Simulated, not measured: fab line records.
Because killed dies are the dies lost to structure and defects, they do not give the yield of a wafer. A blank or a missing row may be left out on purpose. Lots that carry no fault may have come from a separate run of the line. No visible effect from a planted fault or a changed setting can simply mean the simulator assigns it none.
Split-lot experiment || flow sky130 || 23 wafers read across 5 lots, on a route 708 steps long

## THE SPLIT ITSELF
At SKY_SD_N_IMPLANT_09, the setting energyKev was moved away from the recipe's 50 on 9 of the 23 wafers read, by -5.9% to +3.9%. All remaining wafers had this setting at the recipe value.

## FROM THE SPLIT TO THE READING: what the file shows between them, 4 steps
- SKY_SD_N_IMPLANT_10
- SKY_SD_N_STRIP_11: strips in O2/N2
- SKY_SD_N_CLEAN_13: cleans in SC1/SC2, time 150 s
- SKY_SD_N_RTA_14: time 2 s

## THE READING
SD_N_RS (ohm/sq), read at SKY_SD_N_RS_MEAS_16 with a four-point probe. Fault-free wafers of this fab line usually give 68.55 ohm/sq, standard deviation 0.11 ohm/sq.

{"wafer": "L074.1", "tool, chamber at the split": "implanter-03, 0", "energyKev as run": 50, "against the recipe": "recipe", "SD_N_RS, ohm/sq": 68.59, "against lot-mates on the recipe": "-"}
{"wafer": "L074.2", "tool, chamber at the split": "implanter-03, 0", "energyKev as run": 50, "against the recipe": "recipe", "SD_N_RS, ohm/sq": 68.50, "against lot-mates on the recipe": "-"}
{"wafer": "L074.3", "tool, chamber at the split": "implanter-03, 0", "energyKev as run": 51.93, "against the recipe": "+3.9%", "SD_N_RS, ohm/sq": 67.00, "against lot-mates on the recipe": -1.55}
{"wafer": "L074.5", "tool, chamber at the split": "implanter-03, 0", "energyKev as run": 51.93, "against the recipe": "+3.9%", "SD_N_RS, ohm/sq": 67.10, "against lot-mates on the recipe": -1.45}
{"wafer": "L074.6", "tool, chamber at the split": "implanter-03, 0", "energyKev as run": 51.93, "against the recipe": "+3.9%", "SD_N_RS, ohm/sq": 67.27, "against lot-mates on the recipe": -1.28}
{"wafer": "L075.1", "tool, chamber at the split": "implanter-01, 0", "energyKev as run": 48.12, "against the recipe": "-3.8%", "SD_N_RS, ohm/sq": 69.90, "against lot-mates on the recipe": "+1.34"}
{"wafer": "L075.3", "tool, chamber at the split": "implanter-01, 0", "energyKev as run": 50, "against the recipe": "recipe", "SD_N_RS, ohm/sq": 68.60, "against lot-mates on the recipe": "-"}
{"wafer": "L075.4", "tool, chamber at the split": "implanter-01, 0", "energyKev as run": 50, "against the recipe": "recipe", "SD_N_RS, ohm/sq": 68.53, "against lot-mates on the recipe": "-"}
{"wafer": "L075.5", "tool, chamber at the split": "implanter-01, 0", "energyKev as run": 48.12, "against the recipe": "-3.8%", "SD_N_RS, ohm/sq": 69.92, "against lot-mates on the recipe": "+1.36"}
{"wafer": "L075.6", "tool, chamber at the split": "implanter-01, 0", "energyKev as run": 48.12, "against the recipe": "-3.8%", "SD_N_RS, ohm/sq": 70.08, "against lot-mates on the recipe": "+1.52"}
{"wafer": "L076.1", "tool, chamber at the split": "implanter-03, 0", "energyKev as run": 50, "against the recipe": "recipe", "SD_N_RS, ohm/sq": 68.31, "against lot-mates on the recipe": "-"}
{"wafer": "L076.2", "tool, chamber at the split": "implanter-03, 0", "energyKev as run": 50, "against the recipe": "recipe", "SD_N_RS, ohm/sq": 68.62, "against lot-mates on the recipe": "-"}
{"wafer": "L076.5", "tool, chamber at the split": "implanter-03, 0", "energyKev as run": 50, "against the recipe": "recipe", "SD_N_RS, ohm/sq": 68.55, "against lot-mates on the recipe": "-"}
{"wafer": "L083.1", "tool, chamber at the split": "implanter-01, 0", "energyKev as run": 50, "against the recipe": "recipe", "SD_N_RS, ohm/sq": 68.74, "against lot-mates on the recipe": "-"}
{"wafer": "L083.2", "tool, chamber at the split": "implanter-01, 0", "energyKev as run": 50, "against the recipe": "recipe", "SD_N_RS, ohm/sq": 68.73, "against lot-mates on the recipe": "-"}
{"wafer": "L083.3", "tool, chamber at the split": "implanter-01, 0", "energyKev as run": 50, "against the recipe": "recipe", "SD_N_RS, ohm/sq": 68.74, "against lot-mates on the recipe": "-"}
{"wafer": "L083.4", "tool, chamber at the split": "implanter-01, 0", "energyKev as run": 50, "against the recipe": "recipe", "SD_N_RS, ohm/sq": 68.68, "against lot-mates on the recipe": "-"}
{"wafer": "L083.5", "tool, chamber at the split": "implanter-01, 0", "energyKev as run": 50, "against the recipe": "recipe", "SD_N_RS, ohm/sq": 68.76, "against lot-mates on the recipe": "-"}
{"wafer": "L085.1", "tool, chamber at the split": "implanter-03, 0", "energyKev as run": 50, "against the recipe": "recipe", "SD_N_RS, ohm/sq": 68.49, "against lot-mates on the recipe": "-"}
{"wafer": "L085.2", "tool, chamber at the split": "implanter-03, 0", "energyKev as run": 50, "against the recipe": "recipe", "SD_N_RS, ohm/sq": 68.47, "against lot-mates on the recipe": "-"}
{"wafer": "L085.3", "tool, chamber at the split": "implanter-03, 0", "energyKev as run": 47.07, "against the recipe": "-5.9%", "SD_N_RS, ohm/sq": 70.64, "against lot-mates on the recipe": "+2.16"}
{"wafer": "L085.4", "tool, chamber at the split": "implanter-03, 0", "energyKev as run": 47.07, "against the recipe": "-5.9%", "SD_N_RS, ohm/sq": 70.49, "against lot-mates on the recipe": "+2.01"}
{"wafer": "L085.6", "tool, chamber at the split": "implanter-03, 0", "energyKev as run": 47.07, "against the recipe": "-5.9%", "SD_N_RS, ohm/sq": 70.66, "against lot-mates on the recipe": "+2.18"}

FIT RESULTS
A straight line over all 23 wafers: SD_N_RS changes by -0.358 ohm/sq for each +1% of energyKev; r = -0.99; the points scatter about the line by 0.13 ohm/sq.
The same after taking each lot's own level away (the mean of its wafers on the recipe; 23 wafers): -0.366 ohm/sq for each +1%; r = -1.00; scatter 0.082 ohm/sq.
According to that fit, moving energyKev by its largest amount changes the reading by 2.1 ohm/sq.
Measured against the standard deviation above, the lots' own levels, which go from 68.480 to 68.730 ohm/sq, span 2.3 times it.
Consequently the slope shifts little with the lot-to-lot level, the two slopes agreeing.
Check: with one of the wafers moved furthest among these (-5.9%) left out of the fit, the line predicts +2.14 ohm/sq for it against its lot-mates. It came out at +2.16 ohm/sq against them.

## THESE WAFERS: OTHER SPLITS
These wafers also went through other splits before the reading. Each is held against what the fit with the lots' levels taken away leaves over:
{"other split on the same wafers": "SKY_SD_P_IMPLANT_09 doseCm2", "wafers away from the commonest value": 6, "r with SD_N_RS (lot level and that fit taken away)": -0.07}
{"other split on the same wafers": "SKY_SD_N_DEVELOP_06 developTimeS", "wafers away from the commonest value": 7, "r with SD_N_RS (lot level and that fit taken away)": "+0.04"}

## THE WHOLE CHAIN: every reading that the file lists as answering this split, in the file's order
{"step": "SKY_SD_N_IMPLANT_09", "what it does": "", "reading": "implant.rpNm (the simulator's own value, which no gauge read)", "change (the file's fit)": "+0.264 nm for each +1% of the setting", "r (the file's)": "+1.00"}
{"step": "SKY_SD_N_IMPLANT_09", "what it does": "", "reading": "implant.drpNm (the simulator's own value, which no gauge read)", "change (the file's fit)": "+0.106 nm for each +1% of the setting", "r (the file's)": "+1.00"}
{"step": "SKY_SD_N_STRIP_11", "what it does": "strips in O2/N2", "reading": "stripTimeToEndpointS", "change (the file's fit)": "withheld for each +1% of the setting", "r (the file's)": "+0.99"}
{"step": "SKY_SD_N_RS_MEAS_16", "what it does": "measures by four-point-probe", "reading": "SD_N_RS", "change (the file's fit)": "-0.365 for each +1% of the setting", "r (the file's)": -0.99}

## FILE'S OWN FIT
SD_N_RS changes by -0.365 ohm/sq for each +1% of energyKev, r = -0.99.
